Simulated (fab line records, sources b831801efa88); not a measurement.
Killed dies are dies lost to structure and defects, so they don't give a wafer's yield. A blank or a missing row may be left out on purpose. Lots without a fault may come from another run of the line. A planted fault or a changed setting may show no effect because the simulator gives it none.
A struck lot beside a sound one | flow sky130 | 18 steps out of a route of 708
Sound: wafers L394.2, L394.4, L394.6. Struck: wafer L401.2. (L401.1, L401.5 of the same lot were not struck and are left out.) The cause comes at the end.
At each step with rows: each side's tool, then ch and its chambers, then its first start. Under that, the readings that differ: sound wafers | struck wafers | difference of the means | sigmas: that difference in standard deviations of wafers without a fault.
alike: readings whose means differ by less than 2 such deviations, and words and numbers that are the same on both sides. not compared: withheld readings, readings that some wafer has no value for, bounds like >300 that may hide the same value, and numbers for which the record gives no deviation and whose values overlap.
The two part at a step that has a row with sigmas, a row that says differs or no value, or rows on one side only. Numbers that don't overlap but have no deviation are shown without sigmas and don't part them. A reading that every wafer of one side lacks parts them only if that side has two wafers or more.

first, 3 steps without rows for these wafers: SKY_VIA3_EXPOSE_09 (exposes mask VIM3, target cd 200 nm); SKY_VIA3_PEB_10; SKY_VIA3_DEVELOP_11 (develop time 60 s).
SKY_VIA3_CD_MEAS_12: target cd 200 nm.
  sound on cd_sem-02, day 39 18:09; struck on cd_sem-01, day 41 23:46
  reading    | sound             | struck | difference | sigmas
  cd_nm (nm) | 199.3 197.5 200.3 | 203.2  | +4.2       | +3
SKY_VIA3_OVL_MEAS_13:
  sound on overlay-02, day 39 18:16; struck on overlay-02, day 41 23:53
  reading       | sound    | struck | difference | sigmas
  VIA3_OVL (nm) | -7 -3 -4 | 13     | +18        | +3
SKY_VIA3_ETCH_14: etches BARC in N2/H2, stops on SiO2, time 45.9 s, target depth 60 nm.
  sound on rie_diel-04 ch 0,1, day 39 18:17; struck on rie_diel-04 ch 3, day 41 23:56
  alike: bias_w, drypump_motor_current_A, oes_product_au, rf_fwd_power_W, throttle_valve_pct
  not compared: rf_hours_counter_h
SKY_VIA3_ETCH_15: etches SiO2 in C4F8/O2/Ar, stops on TiN, target depth 507 nm, time 78 s.
  sound on rie_diel-04 ch 0,1, day 39 18:20; struck on rie_diel-04 ch 3, day 41 23:58
  alike: bias_w, oes_product_au, rf_fwd_power_W
  not compared: rf_hours_counter_h
SKY_VIA3_STRIP_16: strips in O2/N2.
  sound on plasma_asher-01 ch 0, day 39 18:23; struck on plasma_asher-04 ch 0, day 42 00:02
  reading                     | sound       | struck | difference | sigmas
  drypump_motor_current_A (A) | 4.9 4.9 4.9 | 6.0    | +1.1       | +2
  alike: oes_product_au, strip_time_to_endpoint_s
  not compared: rf_hours_counter_h
then, 3 steps without rows for these wafers: SKY_VIA3_STRIP_17 (strips in post etch residue remover, time 1200 s); SKY_VIA3_CLEAN_18 (cleans in IPA, time 180 s); SKY_VIA3_CLEAN_19 (cleans in O3/DIW).
SKY_VIA3_SPUTTER_20: material TiN, target thk 20 nm, time 80 s.
  sound on pvd_sputter-04, day 39 19:04; struck on pvd_sputter-02, day 42 00:39
  alike: throttle_valve_pct
SKY_VIA3_CVD_21: deposits W, target thk 390 nm, time 117.31 s.
  sound on cvd_w-02 ch 0,1, day 39 19:07; struck on cvd_w-01 ch 0, day 42 00:43
  reading                            | sound           | struck | difference | sigmas
  model.W_of_VIA3_CVD_21.thk_nm (nm) | 386.9 392.9 396 | 519.3  | +127.4     |
  alike: heater_power_w
SKY_VIA3_RS_MEAS_22: measures by four-point-probe.
  sound on film_metro-01, day 39 19:16; struck on film_metro-03, day 42 01:08
  reading            | sound             | struck | difference | sigmas
  VIA3_W_RS (ohm/sq) | 0.296 0.293 0.289 | 0.220  | -0.073     | -17
  not compared: hold
SKY_VIA3_THK_MEAS_23: measures by xrf.
  sound on film_metro-01, day 39 19:22; struck on film_metro-03, day 42 06:13
  reading         | sound       | struck | difference | sigmas
  VIA3_W_THK (nm) | 386 394 393 | 533    | +142       | +22
  not compared: hold
SKY_VIA3_CMP_24: polishes, stops on SiO2, t overpolish 20 s, target thk 0 nm.
  sound on cmp-01 ch 0,1,3, day 39 19:31; struck on cmp-02 ch 0, day 42 07:49
  reading                | sound    | struck                   | difference                   | sigmas
  hold                   | - - -    | await_dispo/1.6h/release | no value on the sound wafers |
  time_to_endpoint_s (s) | 90 88 87 | 122                      | +34                          | +9
  alike: motor_current_A
SKY_METAL4_SPUTTER_00: material Ti, target thk 15 nm, time 10 s.
  sound on pvd_sputter-01, day 39 19:49; struck on pvd_sputter-04, day 42 08:14
  alike: throttle_valve_pct
-- the record jumps here: 5 days lie between the struck wafers' starts before and after (it left off in module METAL4 and takes up again in module PAD_OPEN, whose first step shown is number 708 of the route) --
SKY_PAD_OPEN_PROBE_99:
  sound on prober-02, day 45 20:12; struck on prober-01, day 47 19:55
  alike: defect_limited_yield, killed_at_M0_to_M3, killed_at_M4_up, killed_at_contacts, killed_at_front_end, killed_at_other, killed_dies, killed_open, killed_short, sort_bin_3_pad_short, sort_bin_5_function, sort_bin_6_memory, sort_n_pass, sort_yield_pct

WHERE THEY PART
First at SKY_VIA3_CD_MEAS_12; last, within this record, at SKY_VIA3_CMP_24. Later steps at which nothing parts them and some readings are alike: SKY_METAL4_SPUTTER_00, SKY_PAD_OPEN_PROBE_99.

WHY: what the simulator had put in
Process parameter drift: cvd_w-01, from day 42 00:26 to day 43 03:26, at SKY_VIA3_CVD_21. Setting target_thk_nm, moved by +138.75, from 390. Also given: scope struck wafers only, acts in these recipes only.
